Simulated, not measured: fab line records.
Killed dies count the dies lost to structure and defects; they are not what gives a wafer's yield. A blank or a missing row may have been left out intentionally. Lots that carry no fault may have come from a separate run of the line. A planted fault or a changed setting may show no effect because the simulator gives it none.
Matching of chambers    flow sky130    4 sister chambers for SKY_VIA1_CMP_24 on cmp-01
The step polishes, stops on SiO2, t overpolish 15 s, target thk 0 nm. 8 wafers are shown with their chamber, then 8 later ones without.

WAFERS, EACH WITH ITS CHAMBER
wafer   chamber  motorCurrentA (A)  timeToEndpointS (s)
L101.6  1        10.3               60
L111.2  3        12.8               63
L111.3  2        11.2               61
L111.6  2        11.5               66
L112.2  1        9.6                63
L112.4  3        12.4               64
L112.6  0        10.9               70
L117.2  0        10.7               69

WAFERS MISSING THEIR CHAMBER
wafer   motorCurrentA (A)  timeToEndpointS (s)
L117.3  10.1               63
L117.5  11.2               62
L121.2  10.9               67
L121.4  9.7                59
L121.5  13.6               60
L123.1  11.9               63
L123.3  12.6               63
L123.6  9.5                64

WHICH CHAMBER EACH WENT THROUGH
wafer   from the rows above      in truth
L117.3  1                        1
L117.5  2                        2
L121.2  can't be placed: 0 or 2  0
L121.4  1                        1
L121.5  3                        3
L123.1  can't be placed: 2 or 3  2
L123.3  3                        3
L123.6  1                        1
6 of 8 placed correctly. Unplaceable from these rows: 2, with the true chamber sitting among the candidates in 2. Number placed wrongly: 0.
How it was worked out, from the rows above alone: a wafer's distance from a chamber is the root of the sum, over the readings, of the square of ((its reading less the chamber's mean) divided by the reading's scatter). If the next closest chamber is less than 2 further off than the closest, the wafer can't be placed; otherwise it belongs to the closest. Each chamber's mean is taken over the wafers shown for it. How the scatter is found: for the shown wafers, subtract from each reading the mean of its chamber, square and add these, divide the total by (wafers less chambers), then take the root.
